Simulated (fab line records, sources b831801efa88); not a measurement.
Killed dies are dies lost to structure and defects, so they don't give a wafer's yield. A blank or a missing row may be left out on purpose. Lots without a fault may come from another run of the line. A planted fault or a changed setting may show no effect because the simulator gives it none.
Which tool did it? | flow sky130 | 11 lots, 33 wafers sampled, at 5 steps of a route of 708

WHAT THE GAUGES READ, wafer by wafer
SKY_VIA2_THK_MEAS_23: measures by xrf. Usual: VIA2_W_THK 419 nm, standard deviation 5.8.
lot  | measured     | on            | VIA2_W_THK (nm) | flag
L188 | day 36 04:06 | film_metro-01 | 422 428 422     |
L189 | day 36 13:43 | film_metro-02 | 419 424 413     |
L191 | day 37 20:48 | film_metro-01 | 420 429 431     |
L199 | day 40 03:11 | film_metro-03 | 416 423 413     |
L201 | day 40 14:53 | film_metro-03 | 419 416 419     |
L202 | day 40 19:14 | film_metro-01 | 426 430 424     |
L203 | day 40 21:33 | film_metro-01 | 423 424 426     |
L206 | day 42 02:32 | film_metro-02 | 411 417 412     |
L207 | day 42 07:52 | film_metro-01 | 420 416 430     |
L210 | day 42 19:23 | film_metro-03 | 417 409 414     |
L211 | day 43 06:58 | film_metro-01 | 431 425 428     |

WHICH TOOL RAN EACH LOT (tool, then ch and the chambers of the sampled wafers, then the start)
lot  | SKY_VIA1_ETCH_14                   | SKY_METAL2_STRIP_20                  | SKY_VIA2_COAT_07                  | SKY_VIA2_STRIP_16
L188 | rie_diel-03 ch 0,1,2, day 33 19:23 | plasma_asher-01 ch 0,1, day 34 23:26 | litho_track-01 ch 0, day 35 13:00 | plasma_asher-02 ch 0,1, day 36 03:07
L189 | rie_diel-01 ch 0,2, day 34 03:52   | plasma_asher-02 ch 0,1, day 35 08:51 | litho_track-04 ch 0, day 35 23:00 | plasma_asher-02 ch 0,1, day 36 12:49
L191 | rie_diel-01 ch 0,1,3, day 35 07:39 | plasma_asher-04 ch 0,1, day 36 16:43 | litho_track-04 ch 0, day 37 06:00 | plasma_asher-03 ch 0,1, day 37 19:52
L199 | rie_diel-03 ch 1,2,3, day 37 20:26 | plasma_asher-02 ch 0,1, day 38 23:45 | litho_track-01 ch 0, day 39 13:00 | plasma_asher-03 ch 0,1, day 40 02:17
L201 | rie_diel-04 ch 0,1,2, day 38 09:00 | plasma_asher-04 ch 0,1, day 39 12:20 | litho_track-01 ch 0, day 40 01:00 | plasma_asher-02 ch 0,1, day 40 13:58
L202 | rie_diel-01 ch 1,2, day 38 14:39   | plasma_asher-01 ch 0,1, day 39 17:53 | litho_track-04 ch 0, day 40 06:00 | plasma_asher-02 ch 0,1, day 40 18:19
L203 | rie_diel-01 ch 0,2, day 38 16:29   | plasma_asher-01 ch 0,1, day 39 18:59 | litho_track-04 ch 0, day 40 08:00 | plasma_asher-03 ch 0,1, day 40 20:37
L206 | rie_diel-04 ch 0,1,3, day 39 22:17 | plasma_asher-02 ch 0,1, day 41 00:41 | litho_track-02 ch 0, day 41 13:00 | plasma_asher-03 ch 0,1, day 42 01:38
L207 | rie_diel-01 ch 2,3, day 40 04:37   | plasma_asher-04 ch 0,1, day 41 06:11 | litho_track-02 ch 0, day 41 18:00 | plasma_asher-03 ch 0,1, day 42 06:58
L210 | rie_diel-04 ch 0,2, day 40 15:04   | plasma_asher-01 ch 0,1, day 41 17:47 | litho_track-04 ch 0, day 42 06:00 | plasma_asher-03 ch 0,1, day 42 18:28
L211 | rie_diel-03 ch 0,1,2, day 41 03:18 | plasma_asher-02 ch 0,1, day 42 04:54 | litho_track-04 ch 0, day 42 17:00 | plasma_asher-01 ch 0,1, day 43 06:01
- SKY_VIA1_ETCH_14: etches BARC in N2/H2, stops on SiO2, time 45.9 s, target depth 60 nm.
- SKY_METAL2_STRIP_20: strips in O2/N2.
- SKY_VIA2_COAT_07: resist thk 450 nm.
- SKY_VIA2_STRIP_16: strips in O2/N2.

WHAT THE TOOLS THEMSELVES READ (means of the sampled wafers that have a number; where no wafer has one, the mark that the record gives instead)
SKY_VIA1_ETCH_14. Usual: bias_w 100.02 W, standard deviation 0.3; drypump_motor_current_A 5.7 A, standard deviation 0.55; oes_product_au 0.855 a.u., standard deviation 0.005; throttle_valve_pct 13.224 %, standard deviation 0.0086.
lot  | tool        | bias_w (W) | drypump_motor_current_A (A) | oes_product_au (a.u.) | throttle_valve_pct (%) | flag
L188 | rie_diel-03 | 100.14     | 5.5                         | 0.855                 | 13.225                 |
L189 | rie_diel-01 | 100.05     | 5.8                         | 0.851                 | 13.219                 |
L191 | rie_diel-01 | 99.98      | 5.7                         | 0.853                 | 13.222                 |
L199 | rie_diel-03 | 100.08     | 5.6                         | 0.854                 | 13.222                 |
L201 | rie_diel-04 | 100.13     | 5.7                         | 0.853                 | 13.226                 |
L202 | rie_diel-01 | 100.09     | 6.3                         | 0.854                 | 13.212                 |
L203 | rie_diel-01 | 99.86      | 6.1                         | 0.851                 | 13.222                 |
L206 | rie_diel-04 | 99.83      | 5.4                         | 0.857                 | 13.221                 |
L207 | rie_diel-01 | 99.88      | 6.1                         | 0.860                 | 13.224                 |
L210 | rie_diel-04 | 99.82      | 5.4                         | 0.860                 | 13.220                 |
L211 | rie_diel-03 | 99.79      | 5.5                         | 0.853                 | 13.224                 |

SKY_METAL2_STRIP_20. Usual: drypump_motor_current_A 5.7 A, standard deviation 0.57; oes_product_au 0.344 a.u., standard deviation 0.0044; strip_time_to_endpoint_s 2.72 s, standard deviation 0.05.
lot  | tool            | drypump_motor_current_A (A) | oes_product_au (a.u.) | strip_time_to_endpoint_s (s) | flag
L188 | plasma_asher-01 | 4.9                         | 0.342                 | 2.74                         |
L189 | plasma_asher-02 | 6.3                         | 0.342                 | 2.66                         |
L191 | plasma_asher-04 | 5.7                         | 0.344                 | 2.75                         |
L199 | plasma_asher-02 | 6.0                         | 0.347                 | 2.75                         |
L201 | plasma_asher-04 | 5.7                         | 0.345                 | 2.76                         |
L202 | plasma_asher-01 | 4.9                         | 0.339                 | 2.74                         |
L203 | plasma_asher-01 | 4.9                         | 0.342                 | 2.65                         |
L206 | plasma_asher-02 | 6.3                         | 0.343                 | 2.71                         |
L207 | plasma_asher-04 | 5.7                         | 0.341                 | 2.73                         |
L210 | plasma_asher-01 | 4.9                         | 0.336                 | 2.61                         |
L211 | plasma_asher-02 | 6.0                         | 0.342                 | 2.67                         |

SKY_VIA2_STRIP_16. Usual: drypump_motor_current_A 5.7 A, standard deviation 0.61; oes_product_au 0.398 a.u., standard deviation 0.0042; strip_time_to_endpoint_s 4.040 s, standard deviation 0.028.
lot  | tool            | drypump_motor_current_A (A) | oes_product_au (a.u.) | strip_time_to_endpoint_s (s) | flag
L188 | plasma_asher-02 | 6.3                         | 0.402                 | 4.056                        |
L189 | plasma_asher-02 | 6.3                         | 0.398                 | 4.022                        |
L191 | plasma_asher-03 | 5.8                         | 0.398                 | 4.082                        |
L199 | plasma_asher-03 | 5.7                         | 0.414                 | 4.387                        | OFF
L201 | plasma_asher-02 | 6.3                         | 0.406                 | 4.200                        | OFF
L202 | plasma_asher-02 | 6.3                         | 0.396                 | 4.029                        |
L203 | plasma_asher-03 | 5.7                         | 0.395                 | 4.041                        |
L206 | plasma_asher-03 | 5.7                         | 0.400                 | 4.058                        |
L207 | plasma_asher-03 | 5.7                         | 0.401                 | 4.047                        |
L210 | plasma_asher-03 | 5.7                         | 0.396                 | 4.020                        |
L211 | plasma_asher-01 | 4.9                         | 0.397                 | 4.076                        |

THE ANSWER, worked out from the rows above alone
Rule: a lot is off if the mean of its wafers that have a number lies more than 3 standard deviations from the usual mean. A lot without any number at a reading at which 4 lots or more have one is off too. The other lots that the step has rows for count as sound. The gauges are gone through in route order, then the tools' own readings, and for those a lot's mean is taken as printed above. The first step at which some lot is off is used, and at that step the reading that is off furthest; a lot without a number counts as furthest.
Off: L199, L201, at SKY_VIA2_STRIP_16 (strip_time_to_endpoint_s).
A tool fits if, at that step or a process step before it, it ran every lot that is off, and no sound lot after the first of them. One fits: litho_track-01 at SKY_VIA2_COAT_07. Its last sound lot is L188 (day 35 13:00), its first lot that is off L199 (day 39 13:00): a fault that began between those two fits.

WHAT THE SIMULATOR HAD PUT IN
Process parameter drift: litho_track-01, from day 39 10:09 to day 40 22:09, at SKY_VIA2_COAT_07. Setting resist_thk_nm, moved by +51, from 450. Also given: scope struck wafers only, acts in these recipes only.
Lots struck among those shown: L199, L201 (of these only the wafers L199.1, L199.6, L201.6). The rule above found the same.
